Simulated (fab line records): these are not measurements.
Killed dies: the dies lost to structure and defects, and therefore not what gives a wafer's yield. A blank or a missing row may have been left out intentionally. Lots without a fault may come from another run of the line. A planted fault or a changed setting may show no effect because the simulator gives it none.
fab line records | flow gf180mcu
[record] lots = 15 wafers = 45 lastDay = 34
route steps=602 shown VT_IMPLANT@96 DUAL_GATE@144 V2@384
lots that met no fault: taken from a fault-free run of the same line
startH: hours from the record's first day to the start of the lot's first wafer shown | waitH: hours elapsed since this lot's preceding step | " unchanged from the row above | L1.1+2: one row covering several wafers at once | - value missing, or start not given | * or withheld: withheld | < > ~ a bound
route shown NAME@n: names a module that has steps shown in the file, with the first one's number in the route | usual: the fault-free wafers' mean and standard deviation | same: alike in all rows | chamber/n: place in a boat | sites: each site's reading | _std_site: their standard deviation | _edge_site: mean of outer sites minus mean of inner sites | radiusMm: for every site, how far away it sits from the centre of the wafer | mask NAME#n: copy n | behind: the last tool/chamber to shape the wafer | hold: the reason the lot was held/the length of the hold in hours/how it ended | device: names the non-switching transistor (n, p or np) | end of line: at the end of the route, the tests of the same wafers | a step with no rows: only its recipe | killed: at the first sort, the dies lost to defects and structure; wafer yield is something else | map: a wafer's dies, marking killed ones x, the rest . and places with no die _
set.NAME: setting as actually run; set.NAME@STEP: the setting as run at that earlier step | model.NAME: the simulator's own value behind a step, which no gauge read
route steps across a sampled set of lots; one table per step, one row per wafer
services: a tool's chamber out of use, with start hour (startH, from the record's first day; less than 0 if before it), hours out, and reason
[[steps]]
[step GF_VT_IMPLANT_DEVELOP_06]
[recipe] developTimeS = 60 devTempC = 23
[usual] chillPlateTempC = 22.99/0.098 developTimeS = 60/0
// columns lot.wafer tool chamber startH waitH chillPlateTempC developTimeS
L981.1 lithoTrack-03 0 109.96 0.1 22.97 60
L981.2 " 0 " " 22.89 60
L981.6 " 0 " " 22.98 60
L983.1 lithoTrack-04 0 122.83 0.1 22.86 60
L983.3 " 0 " " 22.98 60
L983.5 " 0 " " 23.00 60
L984.4 lithoTrack-03 0 127.78 0.1 23.00 60
L984.5 " 0 " " 23.07 60
L984.6 " 0 " " 23.09 60
L985.2 lithoTrack-03 0 136.53 0.1 23.04 60
L985.3 " 0 " " 22.76 60
L985.4 " 0 " " 22.93 60
L986.1 lithoTrack-03 0 142.11 0.1 22.95 60
L986.4 " 0 " " 23.05 60
L986.6 " 0 " " 22.82 60
L987.3 lithoTrack-04 0 147.07 0.1 23.18 60
L987.4 " 0 " " 23.06 60
L987.6 " 0 " " 22.96 60
L989.3 lithoTrack-04 0 160.57 0.1 23.10 60
L989.4 " 0 " " 22.98 60
L989.6 " 0 " " 23.10 60
L997.3 lithoTrack-04 - 210.32 0.1 - -
L997.4 " - " " - -
L997.6 " - " " - -
L998.1 lithoTrack-01 - 216.47 0.1 - -
L998.4 " - " " - -
L998.5 " - " " - -
L999.2 lithoTrack-01 - 220.65 0.1 - -
L999.3 " - " " - -
L999.4 " - " " - -
L100.3 lithoTrack-04 0 227.12 0.1 22.95 60
L100.4 " 0 " " 23.04 60
L100.5 " 0 " " 22.98 60
L101.1 lithoTrack-03 0 232.91 0.1 22.81 60
L101.2 " 0 " " 22.99 60
L101.4 " 0 " " 22.93 60
L102.1 lithoTrack-03 0 241.61 0.1 22.93 60
L102.3 " 0 " " 23.00 60
L102.5 " 0 " " 22.94 60
L103.1 lithoTrack-03 0 247.51 0.1 23.15 60
L103.2 " 0 " " 23.06 60
L103.6 " 0 " " 23.04 60
L104.1 lithoTrack-03 0 253.36 0.1 22.91 60
L104.2 " 0 " " 22.89 60
L104.3 " 0 " " 22.84 60
[step GF_DUAL_GATE_THK_MEAS_03]
[recipe] reads = SiO2_of_DUAL_GATE_OXIDATION_02
[usual] DUAL_GATE_OXIDATION_00_THK = 10.88/0.21
// columns lot.wafer tool chamber startH waitH DUAL_GATE_OXIDATION_00_THK[nm]
L981.1 filmMetro-04 - 159.48 0.0 11.02
L981.2 " - " " 11.02
L981.6 " - " " 11.06
L983.1 filmMetro-01 - 173.05 0.0 11.09
L983.3 " - " " 11.19
L983.5 " - " " 11.02
L984.4 filmMetro-02 - 179.84 0.0 10.63
L984.5 " - " " 10.73
L984.6 " - " " 10.40
L985.2 filmMetro-02 - 188.60 0.0 10.97
L985.3 " - " " 10.87
L985.4 " - " " 11.00
L986.1 filmMetro-04 - 194.29 0.0 10.97
L986.4 " - " " 10.84
L986.6 " - " " 10.97
L987.3 filmMetro-04 - 199.98 0.0 10.85
L987.4 " - " " 11.03
L987.6 " - " " 11.17
L989.3 filmMetro-02 - 216.10 0.0 11.12
L989.4 " - " " 11.03
L989.6 " - " " 11.03
L100.3 filmMetro-04 - 285.99 0.0 10.72
L100.4 " - " " 10.66
L100.5 " - " " 10.63
L101.1 filmMetro-04 - 294.41 0.0 10.73
L101.2 " - " " 10.95
L101.4 " - " " 10.70
L102.1 filmMetro-02 - 304.01 0.0 10.98
L102.3 " - " " 10.70
L102.5 " - " " 10.86
L103.1 filmMetro-02 - 309.22 0.0 11.20
L103.2 " - " " 11.21
L103.6 " - " " 11.03
L104.1 filmMetro-04 - 316.60 0.0 10.65
L104.2 " - " " 10.76
L104.3 " - " " 10.77
[step GF_V2_CVD_02]
[recipe] material = SiO2 targetThkNm = 850 precursor = TEOS tempC = 400 timeS = 94.851 rfW = 600
[usual] heaterPowerOuterW = 398/71 heaterPowerW = 692/110
// columns lot.wafer tool chamber startH waitH heaterPowerOuterW heaterPowerW sinceWetCleanH
L981.1 pecvd-04 2 439.24 0.1 382 664 473
L981.2 " 0 " " 309 586 473
L981.6 " 0 " " 342 635 -
L983.1 pecvd-04 2 455.26 0.1 376 669 489
L983.3 " 1 " " 485 800 489
L983.5 " 1 " " 375 653 -
L984.4 pecvd-03 0 465.69 0.1 404 691 -
L984.5 " 1 " " 402 642 -
L984.6 " 2 " " 299 531 -
L985.2 pecvd-02 2 481.65 0.0 376 703 307
L985.3 " 1 " " 557 931 307
L985.4 " 2 " " 424 783 -
L986.1 pecvd-03 2 489.43 0.1 298 527 731
L986.4 " 0 " " 309 585 -
L986.6 " 2 " " 322 542 -
L987.3 pecvd-04 1 496.92 0.0 468 767 531
L987.4 " 0 " " 327 617 -
L987.6 " 2 " " 337 624 -
L989.3 pecvd-04 1 516.79 0.0 456 753 550
L989.4 " 2 " " 459 795 -
L989.6 " 1 " " 475 785 -
L100.3 pecvd-04 2 595.32 0.0 380 690 629
L100.4 " 2 " " 417 726 -
L100.5 " 1 " " 368 654 -
L101.1 pecvd-03 1 606.10 0.1 505 758 1
L101.2 " 0 " " 387 641 1
L101.4 " 2 " " 319 521 -
L102.1 pecvd-02 2 614.30 0.1 441 782 440
L102.3 " 0 " " 469 812 440
L102.5 " 1 " " 477 855 -
L103.1 pecvd-04 1 620.70 0.1 479 772 654
L103.2 " 0 " " 286 573 654
L103.6 " 1 " " 363 645 -
L104.1 pecvd-02 1 627.96 0.1 451 779 453
L104.2 " 0 " " 475 854 453
L104.3 " 2 " " 369 705 453
[step GF_V2_CMP_04]
[recipe] material = SiO2 downForcePsi = 4 platenRpm = 60 padVelocityMS = 0.94248
[usual] motorCurrentA = 11.5/0.66 timeToEndpointS = 79/6.3
// columns lot.wafer tool chamber startH waitH motorCurrentA timeToEndpointS
L981.1 cmp-01 1 439.41 0.1 12.2 65
L981.2 " 3 " " 11.4 72
L981.6 " 0 " " 12.7 81
L983.3 cmp-02 3 455.44 0.1 11.6 65
L983.1 " 0 " " 12.2 60
L983.5 " 3 " " 12.9 77
L984.4 cmp-02 0 465.89 0.1 11.6 76
L984.5 " 2 " " 10.9 81
L984.6 " 3 " " 12.5 75
L985.2 cmp-01 1 481.78 0.0 12.8 76
L985.3 " 2 " " 11.2 76
L985.4 " 0 " " 12.3 82
L986.4 cmp-01 0 489.61 0.1 12.7 87
L986.1 " 2 " " 10.5 78
L986.6 " 3 " " 11.7 81
L987.3 cmp-02 3 497.15 0.1 12.5 70
L987.4 " 0 " " 11.6 73
L987.6 " 2 " " 10.4 77
L989.3 cmp-02 0 516.92 0.0 12.0 70
L989.4 " 3 " " 12.1 70
L989.6 " 1 " " 11.0 82
L100.4 cmp-01 3 595.56 0.1 11.7 89
L100.3 " 2 " " 11.0 80
L100.5 " 3 " " 11.4 89
L101.2 cmp-02 3 606.28 0.1 11.9 73
L101.1 " 0 " " 12.0 69
L101.4 " 1 " " 11.1 78
L102.1 cmp-02 0 614.53 0.1 11.3 69
L102.3 " 1 " " 10.7 70
L102.5 " 3 " " 12.4 72
L103.1 cmp-02 0 620.83 0.1 11.7 69
L103.2 " 2 " " 10.9 84
L103.6 " 1 " " 11.5 84
L104.2 cmp-01 3 628.09 0.0 11.1 81
L104.1 " 0 " " 12.3 83
L104.3 " 1 " " 12.4 76
[[services]]
// columns tool chamber startH hours kind
pecvd-04 0 89.12 5.4 repair
cmp-02 - 94.49 1.5 repair
pecvd-04 - 142.97 0.8 pm
cmp-02 - 175.29 3.7 repair
cmp-02 - 204.63 3.1 repair
pecvd-04 - 205.80 1.3 repair
cmp-02 - 216.34 1.9 repair
cmp-02 - 229.75 8.5 repair
cmp-02 - 229.90 1.8 repair
cmp-02 - 248.92 4.0 pm
pecvd-04 0 259.50 4.8 repair
cmp-02 - 260.80 3.8 pm
pecvd-04 0 310.40 3.5 repair
pecvd-04 2 311.16 7.6 repair
cmp-02 - 324.03 0.4 repair
cmp-02 - 424.95 1.2 repair
cmp-02 - 538.59 1.2 repair
pecvd-04 - 549.00 0.3 repair
cmp-02 - 576.45 0.9 repair
cmp-02 - 585.50 6.1 pm
cmp-02 - 591.64 4.0 pm
pecvd-04 - 593.79 1.0 repair
pecvd-04 0 598.01 7.9 repair
cmp-02 - 599.16 0.5 repair
[[key]]
[firstSign] step = GF_VT_IMPLANT_DEVELOP_06 reading = toolRecord direction = missing
effect none on later readings
metAt GF_VT_IMPLANT_DEVELOP_06
struckLots L997,L998,L999
laterRowsLeftOut L997.3,L997.4,L997.6,L998.1,L998.4,L998.5,L999.2,L999.3,L999.4
sortLeftOut L997.3,L997.4,L997.6,L998.1,L998.4,L998.5,L999.2,L999.3,L999.4
testerLeftOut L997,L998,L999
notActingAt GF_DUAL_GATE_THK_MEAS_03,GF_V2_CVD_02,GF_V2_CMP_04
onsetBetween 160.57 210.32
[fault] kind = skippedStepWhole tool = lithoTrack-01,lithoTrack-04 chamber = - onsetH = 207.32 steps = GF_VT_IMPLANT_DEVELOP_06 scope = struckLotsOnly
// testerLeftOut: of these lots the tester's yield and bins aren't shown, on N5 and GAA mostly nor the transistor test; their killed dies are dies lost to structure and defects alone, not to doping, threshold or leakage, so they don't give the yield
// sortLeftOut: the simulated sort isn't trusted on such a fault, so these wafers' sort isn't shown, and their yield isn't known
// laterRowsLeftOut: the simulator's readings of these wafers behind a module that went badly wrong aren't trusted and aren't shown, but for the sort
